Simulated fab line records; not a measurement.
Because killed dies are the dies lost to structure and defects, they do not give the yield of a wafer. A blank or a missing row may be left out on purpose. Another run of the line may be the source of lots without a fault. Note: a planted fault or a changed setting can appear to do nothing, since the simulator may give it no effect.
fab line records || flow gf180mcu || part 2 of 2: steps 33 to 43 of 43
record: {"lots": 5, "wafers": 15, "lastDay": 34}
route steps=602 shown MIM@517 M5@526 V5@540
lots that met no fault: from a run of the same line without faults
startH: hours from the record's opening day to when the first of the lot's shown wafers began || waitH: time in hours since the lot's previous step || " the same as in the row above || L1.1+2: several wafers, shown together as one row || - no value present, or no start provided || * or withheld: withheld || < > ~ a bound
route shown NAME@n: names a module that has steps shown in the file, with the first one's number in the route || usual: average and standard deviation across the fault-free wafers || same: alike in all rows || chamber/n: place in a boat || sites: readings site by site || _std_site: standard deviation of those values || _edge_site: inner sites' mean taken away from outer sites' mean || radiusMm: how far each site lies from the wafer's centre || mask NAME#n: copy n || behind: the last tool/chamber to shape the wafer || hold: what put the lot on hold/how long, in hours/how the hold closed || device: whichever transistor did not switch (one of n, p or np) || end of line: tests of these same wafers at the route's end || a step without rows: its recipe alone || killed: the dies lost at the first sort to structure and to defects; this is not the yield of the wafer || map: the dies of a wafer, with x for killed, . for not killed, _ for no die there
set.NAME: the setting that was run; set.NAME@STEP: the one run at that earlier step || model.NAME: the simulator's own value behind a step, which no gauge read
lots seen at some steps along the route; tables by step, rows by wafer
services: when a tool's chamber went out of use (startH, in hours from the record's first day, below 0 if earlier), for how many hours, and the reason
== steps ==
step: GF_V5_COAT_09
recipe: {"resist": "KrF", "spinRpm": "withheld", "resistThkNm": 1000}
{"lot.wafer": "L075.3+4+5", "tool": "lithoTrack-03", "chamber": 0, "startH": "-", "waitH": "-"}
{"lot.wafer": "L078.1+2+4", "tool": "lithoTrack-03", "chamber": 0, "startH": "-", "waitH": "-"}
{"lot.wafer": "L086.1+3+6", "tool": "lithoTrack-03", "chamber": 0, "startH": "-", "waitH": "-"}
{"lot.wafer": "L090.1+2+4", "tool": "lithoTrack-01", "chamber": 0, "startH": "-", "waitH": "-"}
{"lot.wafer": "L095.1+3+5", "tool": "lithoTrack-02", "chamber": 0, "startH": "-", "waitH": "-"}
step: GF_V5_SOFTBAKE_10
recipe: {"tempC": 130, "timeS": 60, "resist": "KrF"}
{"lot.wafer": "L075.3+4+5", "tool": "lithoTrack-03", "chamber": 0, "startH": "-", "waitH": "-"}
{"lot.wafer": "L078.1+2+4", "tool": "lithoTrack-03", "chamber": 0, "startH": "-", "waitH": "-"}
{"lot.wafer": "L086.1+3+6", "tool": "lithoTrack-03", "chamber": 0, "startH": "-", "waitH": "-"}
{"lot.wafer": "L090.1+2+4", "tool": "lithoTrack-01", "chamber": 0, "startH": "-", "waitH": "-"}
{"lot.wafer": "L095.1+3+5", "tool": "lithoTrack-02", "chamber": 0, "startH": "-", "waitH": "-"}
step: GF_V5_EXPOSE_11
recipe: {"maskId": "Via5", "targetCdNm": 260, "na": 0.68, "sourceShape": "conventional", "sigmaOuter": 0.6, "doseMj": 38}
{"lot.wafer": "L075.3+4+5", "tool": "krfScanner-01", "chamber": 0, "startH": "-", "waitH": "-", "mask": "Via5#0"}
{"lot.wafer": "L078.1+2+4", "tool": "krfScanner-01", "chamber": 0, "startH": "-", "waitH": "-", "mask": "Via5#0"}
{"lot.wafer": "L086.1+3+6", "tool": "krfScanner-01", "chamber": 0, "startH": "-", "waitH": "-", "mask": "Via5#0"}
{"lot.wafer": "L090.1+2+4", "tool": "krfScanner-01", "chamber": 0, "startH": "-", "waitH": "-", "mask": "Via5#0"}
{"lot.wafer": "L095.1+3+5", "tool": "krfScanner-01", "chamber": 0, "startH": "-", "waitH": "-", "mask": "Via5#0"}
step: GF_V5_PEB_12
recipe: {"pebTempC": 134.3, "pebTimeS": 90, "resist": "KrF"}
{"lot.wafer": "L075.3+4+5", "tool": "lithoTrack-03", "chamber": 0, "startH": "-", "waitH": "-"}
{"lot.wafer": "L078.1+2+4", "tool": "lithoTrack-02", "chamber": 0, "startH": "-", "waitH": "-"}
{"lot.wafer": "L086.1+3+6", "tool": "lithoTrack-01", "chamber": 0, "startH": "-", "waitH": "-"}
{"lot.wafer": "L090.1+2+4", "tool": "lithoTrack-02", "chamber": 0, "startH": "-", "waitH": "-"}
{"lot.wafer": "L095.1+3+5", "tool": "lithoTrack-02", "chamber": 0, "startH": "-", "waitH": "-"}
step: GF_V5_DEVELOP_13
recipe: {"developTimeS": 60, "resist": "KrF", "devTempC": 21}
{"lot.wafer": "L075.3+4+5", "tool": "lithoTrack-03", "chamber": 0, "startH": 629.79, "waitH": 0.1}
{"lot.wafer": "L078.1+2+4", "tool": "lithoTrack-02", "chamber": 0, "startH": 656.17, "waitH": 0.2}
{"lot.wafer": "L086.1+3+6", "tool": "lithoTrack-01", "chamber": 0, "startH": 721.05, "waitH": 0.2}
{"lot.wafer": "L090.1+2+4", "tool": "lithoTrack-02", "chamber": 0, "startH": 743.82, "waitH": 0.2}
{"lot.wafer": "L095.1+3+5", "tool": "lithoTrack-02", "chamber": 0, "startH": 775.52, "waitH": 0.2}
step: GF_V5_CD_MEAS_14
recipe: {"targetCdNm": 260}
usual: {"cdNm": "259.7/1.2"}
{"lot.wafer": "L075.3", "tool": "cdSem-02", "chamber": "-", "startH": 629.93, "waitH": 0.1, "cdNm": 260.1}
{"lot.wafer": "L075.4", "tool": "cdSem-02", "chamber": "-", "startH": 629.93, "waitH": 0.1, "cdNm": 261.2}
{"lot.wafer": "L075.5", "tool": "cdSem-02", "chamber": "-", "startH": 629.93, "waitH": 0.1, "cdNm": 260.5}
{"lot.wafer": "L078.1", "tool": "cdSem-01", "chamber": "-", "startH": 656.32, "waitH": 0.1, "cdNm": 260.5}
{"lot.wafer": "L078.2", "tool": "cdSem-01", "chamber": "-", "startH": 656.32, "waitH": 0.1, "cdNm": 261.2}
{"lot.wafer": "L078.4", "tool": "cdSem-01", "chamber": "-", "startH": 656.32, "waitH": 0.1, "cdNm": 260.6}
{"lot.wafer": "L086.1", "tool": "cdSem-02", "chamber": "-", "startH": 721.20, "waitH": 0.1, "cdNm": 260.0}
{"lot.wafer": "L086.3", "tool": "cdSem-02", "chamber": "-", "startH": 721.20, "waitH": 0.1, "cdNm": 258.3}
{"lot.wafer": "L086.6", "tool": "cdSem-02", "chamber": "-", "startH": 721.20, "waitH": 0.1, "cdNm": 259.8}
{"lot.wafer": "L090.1", "tool": "cdSem-01", "chamber": "-", "startH": 743.97, "waitH": 0.1, "cdNm": 258.4}
{"lot.wafer": "L090.2", "tool": "cdSem-01", "chamber": "-", "startH": 743.97, "waitH": 0.1, "cdNm": 258.4}
{"lot.wafer": "L090.4", "tool": "cdSem-01", "chamber": "-", "startH": 743.97, "waitH": 0.1, "cdNm": 258.4}
{"lot.wafer": "L095.1", "tool": "cdSem-01", "chamber": "-", "startH": 775.67, "waitH": 0.1, "cdNm": 260.1}
{"lot.wafer": "L095.3", "tool": "cdSem-01", "chamber": "-", "startH": 775.67, "waitH": 0.1, "cdNm": 260.7}
{"lot.wafer": "L095.5", "tool": "cdSem-01", "chamber": "-", "startH": 775.67, "waitH": 0.1, "cdNm": 260.3}
step: GF_V5_OVL_MEAS_15
usual: {"V5_OVL": "0/6.2"}
{"lot.wafer": "L075.3", "tool": "overlay-01", "chamber": "-", "startH": 630.02, "waitH": 0.1, "V5_OVL[nm]": 2}
{"lot.wafer": "L075.4", "tool": "overlay-01", "chamber": "-", "startH": 630.02, "waitH": 0.1, "V5_OVL[nm]": -5}
{"lot.wafer": "L075.5", "tool": "overlay-01", "chamber": "-", "startH": 630.02, "waitH": 0.1, "V5_OVL[nm]": 2}
{"lot.wafer": "L078.1", "tool": "overlay-01", "chamber": "-", "startH": 656.44, "waitH": 0.1, "V5_OVL[nm]": -11}
{"lot.wafer": "L078.2", "tool": "overlay-01", "chamber": "-", "startH": 656.44, "waitH": 0.1, "V5_OVL[nm]": -12}
{"lot.wafer": "L078.4", "tool": "overlay-01", "chamber": "-", "startH": 656.44, "waitH": 0.1, "V5_OVL[nm]": -13}
{"lot.wafer": "L086.1", "tool": "overlay-01", "chamber": "-", "startH": 721.32, "waitH": 0.1, "V5_OVL[nm]": -4}
{"lot.wafer": "L086.3", "tool": "overlay-01", "chamber": "-", "startH": 721.32, "waitH": 0.1, "V5_OVL[nm]": 0}
{"lot.wafer": "L086.6", "tool": "overlay-01", "chamber": "-", "startH": 721.32, "waitH": 0.1, "V5_OVL[nm]": 9}
{"lot.wafer": "L090.1", "tool": "overlay-02", "chamber": "-", "startH": 744.09, "waitH": 0.1, "V5_OVL[nm]": 8}
{"lot.wafer": "L090.2", "tool": "overlay-02", "chamber": "-", "startH": 744.09, "waitH": 0.1, "V5_OVL[nm]": 8}
{"lot.wafer": "L090.4", "tool": "overlay-02", "chamber": "-", "startH": 744.09, "waitH": 0.1, "V5_OVL[nm]": 8}
{"lot.wafer": "L095.1", "tool": "overlay-01", "chamber": "-", "startH": 775.79, "waitH": 0.1, "V5_OVL[nm]": 1}
{"lot.wafer": "L095.3", "tool": "overlay-01", "chamber": "-", "startH": 775.79, "waitH": 0.1, "V5_OVL[nm]": -4}
{"lot.wafer": "L095.5", "tool": "overlay-01", "chamber": "-", "startH": 775.79, "waitH": 0.1, "V5_OVL[nm]": 7}
step: GF_V5_ETCH_16
recipe: {"chemistry": "N2/H2", "targetDepthA": "withheld", "overetchA": "withheld", "timeS": "withheld", "target": "BARC", "ionEnergyEv": 200, "sourceW": 500, "biasW": 100, "pressureMtorr": 30, "n2FlowSccm": 100, "h2FlowSccm": 200}
usual: {"drypumpMotorCurrentA": "5.6/0.4", "oesProductAu": "0.855/0.0049", "throttleValvePct": "13.224/0.0093"}
{"lot.wafer": "L075.3", "tool": "rieDiel-03", "chamber": 3, "startH": 630.05, "waitH": 0.0, "drypumpMotorCurrentA": 5.7, "oesProductAu": 0.853, "throttleValvePct": 13.217}
{"lot.wafer": "L075.4", "tool": "rieDiel-03", "chamber": 2, "startH": 630.05, "waitH": 0.0, "drypumpMotorCurrentA": 5.8, "oesProductAu": 0.862, "throttleValvePct": 13.224}
{"lot.wafer": "L075.5", "tool": "rieDiel-03", "chamber": 0, "startH": 630.05, "waitH": 0.0, "drypumpMotorCurrentA": 5.8, "oesProductAu": 0.859, "throttleValvePct": 13.231}
{"lot.wafer": "L078.1", "tool": "rieDiel-04", "chamber": 3, "startH": 656.48, "waitH": 0.0, "drypumpMotorCurrentA": 5.6, "oesProductAu": 0.846, "throttleValvePct": 13.235}
{"lot.wafer": "L078.2", "tool": "rieDiel-04", "chamber": 1, "startH": 656.48, "waitH": 0.0, "drypumpMotorCurrentA": 5.6, "oesProductAu": 0.848, "throttleValvePct": 13.213}
{"lot.wafer": "L078.4", "tool": "rieDiel-04", "chamber": 0, "startH": 656.48, "waitH": 0.0, "drypumpMotorCurrentA": 5.3, "oesProductAu": 0.859, "throttleValvePct": 13.225}
{"lot.wafer": "L086.1", "tool": "rieDiel-02", "chamber": 2, "startH": 721.36, "waitH": 0.0, "drypumpMotorCurrentA": 5.4, "oesProductAu": 0.852, "throttleValvePct": 13.217}
{"lot.wafer": "L086.3", "tool": "rieDiel-02", "chamber": 0, "startH": 721.36, "waitH": 0.0, "drypumpMotorCurrentA": 4.9, "oesProductAu": 0.849, "throttleValvePct": 13.224}
{"lot.wafer": "L086.6", "tool": "rieDiel-02", "chamber": 2, "startH": 721.36, "waitH": 0.0, "drypumpMotorCurrentA": 5.4, "oesProductAu": 0.853, "throttleValvePct": 13.229}
{"lot.wafer": "L090.1", "tool": "rieDiel-04", "chamber": 1, "startH": 744.13, "waitH": 0.0, "drypumpMotorCurrentA": 5.6, "oesProductAu": 0.854, "throttleValvePct": 13.223}
{"lot.wafer": "L090.2", "tool": "rieDiel-04", "chamber": 0, "startH": 744.13, "waitH": 0.0, "drypumpMotorCurrentA": 5.3, "oesProductAu": 0.847, "throttleValvePct": 13.220}
{"lot.wafer": "L090.4", "tool": "rieDiel-04", "chamber": 2, "startH": 744.13, "waitH": 0.0, "drypumpMotorCurrentA": 5.7, "oesProductAu": 0.857, "throttleValvePct": 13.205}
{"lot.wafer": "L095.1", "tool": "rieDiel-04", "chamber": 1, "startH": 775.83, "waitH": 0.0, "drypumpMotorCurrentA": 5.6, "oesProductAu": 0.850, "throttleValvePct": 13.211}
{"lot.wafer": "L095.3", "tool": "rieDiel-04", "chamber": 2, "startH": 775.83, "waitH": 0.0, "drypumpMotorCurrentA": 5.7, "oesProductAu": 0.852, "throttleValvePct": 13.224}
{"lot.wafer": "L095.5", "tool": "rieDiel-04", "chamber": 3, "startH": 775.83, "waitH": 0.0, "drypumpMotorCurrentA": 5.7, "oesProductAu": 0.852, "throttleValvePct": 13.215}
step: GF_V5_ETCH_17
recipe: {"chemistry": "C4F8/O2/Ar", "maskMaterial": "KrF", "target": "SiO2", "stopOn": "TiN", "sourceW": 1500, "biasW": 1200, "pressureMtorr": 40, "c4f8FlowSccm": "withheld", "O2_flow_sccm": 6, "Ar_flow_sccm": 300, "timeS": "withheld", "targetDepthA": 8550}
usual: {"oesProductAu": "0.860/0.0046"}
{"lot.wafer": "L075.3", "tool": "rieDiel-03", "chamber": 3, "startH": "-", "waitH": "-", "oesProductAu": 0.859}
{"lot.wafer": "L075.4", "tool": "rieDiel-03", "chamber": 2, "startH": "-", "waitH": "-", "oesProductAu": 0.856}
{"lot.wafer": "L075.5", "tool": "rieDiel-03", "chamber": 0, "startH": "-", "waitH": "-", "oesProductAu": 0.859}
{"lot.wafer": "L078.1", "tool": "rieDiel-04", "chamber": 3, "startH": "-", "waitH": "-", "oesProductAu": 0.859}
{"lot.wafer": "L078.2", "tool": "rieDiel-04", "chamber": 1, "startH": "-", "waitH": "-", "oesProductAu": 0.863}
{"lot.wafer": "L078.4", "tool": "rieDiel-04", "chamber": 0, "startH": "-", "waitH": "-", "oesProductAu": 0.869}
{"lot.wafer": "L086.1", "tool": "rieDiel-02", "chamber": 2, "startH": "-", "waitH": "-", "oesProductAu": 0.855}
{"lot.wafer": "L086.3", "tool": "rieDiel-02", "chamber": 0, "startH": "-", "waitH": "-", "oesProductAu": 0.867}
{"lot.wafer": "L086.6", "tool": "rieDiel-02", "chamber": 2, "startH": "-", "waitH": "-", "oesProductAu": 0.860}
{"lot.wafer": "L090.1", "tool": "rieDiel-04", "chamber": 1, "startH": "-", "waitH": "-", "oesProductAu": 0.858}
{"lot.wafer": "L090.2", "tool": "rieDiel-04", "chamber": 0, "startH": "-", "waitH": "-", "oesProductAu": 0.857}
{"lot.wafer": "L090.4", "tool": "rieDiel-04", "chamber": 2, "startH": "-", "waitH": "-", "oesProductAu": 0.862}
{"lot.wafer": "L095.1", "tool": "rieDiel-04", "chamber": 1, "startH": "-", "waitH": "-", "oesProductAu": 0.852}
{"lot.wafer": "L095.3", "tool": "rieDiel-04", "chamber": 2, "startH": "-", "waitH": "-", "oesProductAu": 0.855}
{"lot.wafer": "L095.5", "tool": "rieDiel-04", "chamber": 3, "startH": "-", "waitH": "-", "oesProductAu": 0.854}
step: GF_V5_STRIP_18
recipe: {"chemistry": "O2/N2", "powerW": 1400, "pressureMtorr": 1500, "platenTempC": 250, "o2FlowSccm": 3000, "n2FlowSccm": 300, "overashFraction": 0.5}
usual: {"drypumpMotorCurrentA": "5.5/0.4", "heaterPowerW": "344/18", "o2FlowSccm": "2998/9.1", "oesProductAu": "0.568/0.0051"}
{"lot.wafer": "L075.3", "tool": "plasmaAsher-02", "chamber": 1, "startH": 630.23, "waitH": "-", "drypumpMotorCurrentA": 5.7, "heaterPowerW": 366, "o2FlowSccm": 2991, "oesProductAu": 0.557, "rfHoursCounterH": "-"}
{"lot.wafer": "L075.4", "tool": "plasmaAsher-02", "chamber": 0, "startH": 630.23, "waitH": "-", "drypumpMotorCurrentA": 5.3, "heaterPowerW": 344, "o2FlowSccm": 3003, "oesProductAu": 0.564, "rfHoursCounterH": "-"}
{"lot.wafer": "L075.5", "tool": "plasmaAsher-02", "chamber": 1, "startH": 630.23, "waitH": "-", "drypumpMotorCurrentA": 5.7, "heaterPowerW": 363, "o2FlowSccm": 2986, "oesProductAu": 0.569, "rfHoursCounterH": "-"}
{"lot.wafer": "L078.1", "tool": "plasmaAsher-01", "chamber": 0, "startH": 656.63, "waitH": "-", "drypumpMotorCurrentA": 4.7, "heaterPowerW": 360, "o2FlowSccm": 2984, "oesProductAu": 0.567, "rfHoursCounterH": 86}
{"lot.wafer": "L078.2", "tool": "plasmaAsher-01", "chamber": 1, "startH": 656.63, "waitH": "-", "drypumpMotorCurrentA": 6.0, "heaterPowerW": 318, "o2FlowSccm": 2993, "oesProductAu": 0.567, "rfHoursCounterH": 86}
{"lot.wafer": "L078.4", "tool": "plasmaAsher-01", "chamber": 1, "startH": 656.63, "waitH": "-", "drypumpMotorCurrentA": 6.0, "heaterPowerW": 325, "o2FlowSccm": 3002, "oesProductAu": 0.562, "rfHoursCounterH": "-"}
{"lot.wafer": "L086.1", "tool": "plasmaAsher-02", "chamber": 0, "startH": 721.51, "waitH": "-", "drypumpMotorCurrentA": 5.3, "heaterPowerW": 337, "o2FlowSccm": 2984, "oesProductAu": 0.572, "rfHoursCounterH": 63}
{"lot.wafer": "L086.3", "tool": "plasmaAsher-02", "chamber": 0, "startH": 721.51, "waitH": "-", "drypumpMotorCurrentA": 5.4, "heaterPowerW": 340, "o2FlowSccm": 3001, "oesProductAu": 0.574, "rfHoursCounterH": "-"}
{"lot.wafer": "L086.6", "tool": "plasmaAsher-02", "chamber": 1, "startH": 721.51, "waitH": "-", "drypumpMotorCurrentA": 5.7, "heaterPowerW": 355, "o2FlowSccm": 3004, "oesProductAu": 0.568, "rfHoursCounterH": "-"}
{"lot.wafer": "L090.1", "tool": "plasmaAsher-02", "chamber": 0, "startH": 744.28, "waitH": "-", "drypumpMotorCurrentA": 5.3, "heaterPowerW": 331, "o2FlowSccm": 3003, "oesProductAu": 0.568, "rfHoursCounterH": 65}
{"lot.wafer": "L090.2", "tool": "plasmaAsher-02", "chamber": 1, "startH": 744.28, "waitH": "-", "drypumpMotorCurrentA": 5.7, "heaterPowerW": 362, "o2FlowSccm": 3006, "oesProductAu": 0.566, "rfHoursCounterH": 65}
{"lot.wafer": "L090.4", "tool": "plasmaAsher-02", "chamber": 0, "startH": 744.28, "waitH": "-", "drypumpMotorCurrentA": 5.3, "heaterPowerW": 340, "o2FlowSccm": 3012, "oesProductAu": 0.570, "rfHoursCounterH": "-"}
{"lot.wafer": "L095.1", "tool": "plasmaAsher-02", "chamber": 1, "startH": 775.98, "waitH": "-", "drypumpMotorCurrentA": 5.7, "heaterPowerW": 361, "o2FlowSccm": 3000, "oesProductAu": 0.574, "rfHoursCounterH": 69}
{"lot.wafer": "L095.3", "tool": "plasmaAsher-02", "chamber": 1, "startH": 775.98, "waitH": "-", "drypumpMotorCurrentA": 5.7, "heaterPowerW": 357, "o2FlowSccm": 2995, "oesProductAu": 0.568, "rfHoursCounterH": "-"}
{"lot.wafer": "L095.5", "tool": "plasmaAsher-02", "chamber": 1, "startH": 775.98, "waitH": "-", "drypumpMotorCurrentA": 5.7, "heaterPowerW": 365, "o2FlowSccm": 2989, "oesProductAu": 0.561, "rfHoursCounterH": "-"}
step: GF_V5_STRIP_19
recipe: {"chemistry": "postEtchResidueRemover", "timeS": 1200, "tempC": 72.5}
{"lot.wafer": "L075.3+4+5", "tool": "wetBench-03", "chamber": 2, "startH": 630.30, "waitH": 0.0}
{"lot.wafer": "L078.1+2+4", "tool": "wetBench-01", "chamber": 1, "startH": 656.73, "waitH": 0.1}
{"lot.wafer": "L086.1+3+6", "tool": "wetBench-01", "chamber": 0, "startH": 721.61, "waitH": 0.1}
{"lot.wafer": "L090.1+2+4", "tool": "wetBench-01", "chamber": 3, "startH": 744.38, "waitH": 0.1}
{"lot.wafer": "L095.1+3+5", "tool": "wetBench-02", "chamber": 2, "startH": 776.08, "waitH": 0.1}
== services ==
{"tool": "rieDiel-03", "chamber": "-", "startH": 552.64, "hours": 1.1, "kind": "repair"}
{"tool": "plasmaAsher-02", "chamber": "-", "startH": 557.43, "hours": 28.9, "kind": "repair"}
{"tool": "wetBench-03", "chamber": "-", "startH": 564.67, "hours": 1.9, "kind": "pm"}
{"tool": "rieDiel-02", "chamber": 1, "startH": 565.03, "hours": 12.1, "kind": "repair"}
{"tool": "rieDiel-02", "chamber": 2, "startH": 574.96, "hours": 7.2, "kind": "repair"}
{"tool": "krfScanner-01", "chamber": "-", "startH": 579.26, "hours": 1.0, "kind": "pm"}
{"tool": "krfScanner-01", "chamber": "-", "startH": 584.36, "hours": 0.5, "kind": "repair"}
{"tool": "rieDiel-03", "chamber": 0, "startH": 589.89, "hours": 6.6, "kind": "repair"}
{"tool": "wetBench-02", "chamber": "-", "startH": 638.09, "hours": 8.6, "kind": "repair"}
{"tool": "rieDiel-03", "chamber": 0, "startH": 642.57, "hours": 4.0, "kind": "repair"}
{"tool": "wetBench-02", "chamber": "-", "startH": 646.67, "hours": 1.9, "kind": "pm"}
{"tool": "krfScanner-01", "chamber": "-", "startH": 655.90, "hours": 1.3, "kind": "pm"}
{"tool": "krfScanner-01", "chamber": "-", "startH": 659.89, "hours": 0.8, "kind": "pm"}
{"tool": "rieDiel-04", "chamber": 3, "startH": 662.23, "hours": 1.9, "kind": "repair"}
{"tool": "rieDiel-04", "chamber": 2, "startH": 666.92, "hours": 4.8, "kind": "repair"}
{"tool": "rieDiel-04", "chamber": 1, "startH": 670.45, "hours": 1.8, "kind": "repair"}
{"tool": "rieMetal-01", "chamber": 1, "startH": 691.81, "hours": 6.5, "kind": "repair"}
{"tool": "rieDiel-04", "chamber": 2, "startH": 697.10, "hours": 22.2, "kind": "repair"}
{"tool": "rieDiel-04", "chamber": 1, "startH": 697.78, "hours": 3.5, "kind": "repair"}
{"tool": "wetBench-02", "chamber": "-", "startH": 702.57, "hours": 2.3, "kind": "repair"}
{"tool": "rieDiel-03", "chamber": 2, "startH": 717.42, "hours": 4.7, "kind": "repair"}
{"tool": "rieDiel-04", "chamber": 0, "startH": 722.88, "hours": 5.1, "kind": "repair"}
{"tool": "krfScanner-01", "chamber": "-", "startH": 748.26, "hours": 1.0, "kind": "pm"}
{"tool": "rieDiel-04", "chamber": "-", "startH": 753.31, "hours": 15.6, "kind": "pm"}
